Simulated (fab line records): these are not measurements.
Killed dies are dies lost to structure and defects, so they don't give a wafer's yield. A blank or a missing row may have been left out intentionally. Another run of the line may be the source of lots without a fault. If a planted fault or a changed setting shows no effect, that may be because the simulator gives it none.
Which tool is to blame? | flow sky130 | Sampling: 10 lots, 30 wafers, 6 of 708 route steps

== WHAT EACH GAUGE READ, for each wafer ==
SKY_VIA3_OVL_MEAS_13.
lot  | measured     | on         | VIA3_OVL (nm)
L901 | day 39 18:21 | overlay-02 | 3 -3 -2
L902 | day 39 19:33 | overlay-01 | -6 -9 -9
L907 | day 41 00:54 | overlay-01 | -5 2 -5
L908 | day 41 20:27 | overlay-02 | -4 -1 -7
L910 | day 41 22:23 | overlay-01 | 1 7 4
L916 | day 43 17:44 | overlay-01 | 7 2 4
L918 | day 44 14:15 | overlay-02 | -2 -3 -9
L920 | day 44 19:32 | overlay-01 | -1 6 -3
L922 | day 45 09:27 | overlay-02 | 0 -6 -6
L923 | day 45 14:39 | overlay-02 | -4 -2 -5

SKY_CAP2M_RS_MEAS_03: the measuring method here is four-point-probe.
lot  | measured     | on           | CAP2M_TIN_RS (ohm/sq)
L901 | day 39 20:09 | filmMetro-04 | 6.90 6.87 6.89
L902 | day 39 21:19 | filmMetro-03 | 6.76 6.83 6.85
L907 | day 41 02:41 | filmMetro-04 | 6.92 6.96 6.98
L908 | day 41 22:27 | filmMetro-04 | 17.12 17.10 17.31
L910 | day 42 00:10 | filmMetro-04 | 16.81 17.10 16.75
L916 | day 43 19:32 | filmMetro-02 | 6.97 6.88 6.95
L918 | day 44 16:00 | filmMetro-02 | 6.96 6.94 6.98
L920 | day 44 21:17 | filmMetro-04 | 6.99 6.94 6.93
L922 | day 45 11:18 | filmMetro-02 | 6.91 6.98 6.89
L923 | day 45 16:25 | filmMetro-03 | 7.05 6.99 6.98

SKY_CAP2M_THK_MEAS_04: measures by xrf.
lot  | measured     | on           | CAP2M_TIN_THK (nm)
L901 | day 39 20:16 | filmMetro-04 | 201.5 201.3 201.3
L902 | day 39 21:26 | filmMetro-03 | 205.8 203.5 203.0
L907 | day 41 02:49 | filmMetro-04 | 202.0 200.2 200.5
L908 | day 41 22:34 | filmMetro-04 | 84.1 84.2 83.0
L910 | day 42 00:17 | filmMetro-04 | 85.1 83.6 85.0
L916 | day 43 19:38 | filmMetro-02 | 200.3 203.0 201.0
L918 | day 44 16:07 | filmMetro-02 | 200.2 200.7 200.1
L920 | day 44 21:25 | filmMetro-04 | 199.6 201.3 201.6
L922 | day 45 11:25 | filmMetro-02 | 201.7 199.2 201.7
L923 | day 45 16:31 | filmMetro-03 | 197.1 199.1 200.5

== TOOL THAT RAN EACH LOT (tool first, then ch and the chambers of the sampled wafers, then the start) ==
lot  | SKY_VIA3_SPUTTER_20         | SKY_VIA3_CMP_24               | SKY_CAP2M_SPUTTER_02
L901 | pvdSputter-01, day 39 19:08 | cmp-01 ch 0,2, day 39 19:29   | pvdSputter-02, day 39 20:02
L902 | pvdSputter-01, day 39 20:19 | cmp-01 ch 2,3, day 39 20:41   | pvdSputter-02, day 39 21:13
L907 | pvdSputter-02, day 41 01:38 | cmp-02 ch 1,3, day 41 02:05   | pvdSputter-02, day 41 02:35
L908 | pvdSputter-01, day 41 21:12 | cmp-02 ch 1,2,3, day 41 21:47 | pvdSputter-02, day 41 22:19
L910 | pvdSputter-02, day 41 23:09 | cmp-02 ch 0,2,3, day 41 23:34 | pvdSputter-02, day 42 00:02
L916 | pvdSputter-02, day 43 18:30 | cmp-01 ch 0,3, day 43 18:55   | pvdSputter-03, day 43 19:24
L918 | pvdSputter-01, day 44 14:58 | cmp-02 ch 2,3, day 44 15:23   | pvdSputter-02, day 44 15:52
L920 | pvdSputter-04, day 44 20:17 | cmp-01 ch 0,1,2, day 44 20:38 | pvdSputter-02, day 44 21:11
L922 | pvdSputter-01, day 45 10:17 | cmp-02 ch 2,3, day 45 10:42   | pvdSputter-01, day 45 11:11
L923 | pvdSputter-04, day 45 15:23 | cmp-02 ch 0,1, day 45 15:44   | pvdSputter-03, day 45 16:17
- SKY_VIA3_SPUTTER_20: material TiN, target thk 20 nm, time 80 s.
- SKY_VIA3_CMP_24: polishes, stops on SiO2, t overpolish 20 s, target thk 0 nm.
- SKY_CAP2M_SPUTTER_02: material TiN, target thk 200 nm, time 166.7 s.

== AS READ BY THE TOOLS THEMSELVES (means over the sampled wafers that have a number; for cases with no such wafer, the mark the record gives instead) ==
SKY_VIA3_SPUTTER_20.
lot  | tool          | throttleValvePct (%)
L901 | pvdSputter-01 | 31.5
L902 | pvdSputter-01 | 29.6
L907 | pvdSputter-02 | 29.3
L908 | pvdSputter-01 | 31.2
L910 | pvdSputter-02 | 29.4
L916 | pvdSputter-02 | 30.4
L918 | pvdSputter-01 | 31.5
L920 | pvdSputter-04 | 30.4
L922 | pvdSputter-01 | 32.5
L923 | pvdSputter-04 | 30.5

SKY_VIA3_CMP_24.
lot  | tool   | headPressurePsi (psi) | motorCurrentA (A) | overpolishRunS (s) | slurryFilterDpKPa (kPa) | timeToEndpointS (s)
L901 | cmp-01 | 3.509                 | 10.6              | 20.004             | 13.51                   | 95
L902 | cmp-01 | 3.504                 | 11.4              | 20.007             | 13.61                   | 101
L907 | cmp-02 | 3.496                 | 12.4              | 20.005             | 13.47                   | 94
L908 | cmp-02 | 3.507                 | 12.2              | 20.000             | 13.42                   | 100
L910 | cmp-02 | 3.496                 | 11.7              | 19.998             | 13.50                   | 97
L916 | cmp-01 | 3.491                 | 10.5              | 19.997             | 13.53                   | 98
L918 | cmp-02 | 3.494                 | 12.2              | 20.001             | 13.42                   | 91
L920 | cmp-01 | 3.497                 | 11.1              | 20.000             | 13.40                   | 92
L922 | cmp-02 | 3.494                 | 12.9              | 19.994             | 13.39                   | 94
L923 | cmp-02 | 3.504                 | 12.3              | 20.001             | 13.47                   | 89

SKY_CAP2M_SPUTTER_02.
lot  | tool          | throttleValvePct (%)
L901 | pvdSputter-02 | 29.2
L902 | pvdSputter-02 | 29.2
L907 | pvdSputter-02 | 30.6
L908 | pvdSputter-02 | 30.6
L910 | pvdSputter-02 | 30.4
L916 | pvdSputter-03 | 30.9
L918 | pvdSputter-02 | 30.2
L920 | pvdSputter-02 | 30.9
L922 | pvdSputter-01 | 31.5
L923 | pvdSputter-03 | 29.7

== THE ANSWER, worked out from the rows above alone ==
Rule: usual is defined by the lots themselves. Put in order of their means at a reading, lots are off if they are a third of the lots or fewer, leave a main group of 4 or more, and stand apart from it by a gap of 3 or more times the standard deviation of the main group's means; of several such gaps the widest counts. Not used: any main group whose means are identical at the precision the tables above print for the reading. Also off: a lot with no number at a reading for which 4 or more lots have one. Any other lot the step has rows for is counted as sound. After the gauges, taken in route order, come the tools' own readings; for these a lot's mean is taken, as printed above. At the first step where some lot is off, the reading lying furthest off is the one used; lots without a number count as furthest.
Off: L908, L910, at SKY_CAP2M_RS_MEAS_03 (CAP2M_TIN_RS). For the main group the mean is 6.93 ohm/sq and the standard deviation 0.054.
A tool fits if, at a process step before that reading, it ran every lot that is off, and no sound lot after the first of them. Those tools and the gauges at SKY_CAP2M_RS_MEAS_03 are tried in the same way. Of those tried, none fits.

== WHAT THE SIMULATOR PUT IN ==
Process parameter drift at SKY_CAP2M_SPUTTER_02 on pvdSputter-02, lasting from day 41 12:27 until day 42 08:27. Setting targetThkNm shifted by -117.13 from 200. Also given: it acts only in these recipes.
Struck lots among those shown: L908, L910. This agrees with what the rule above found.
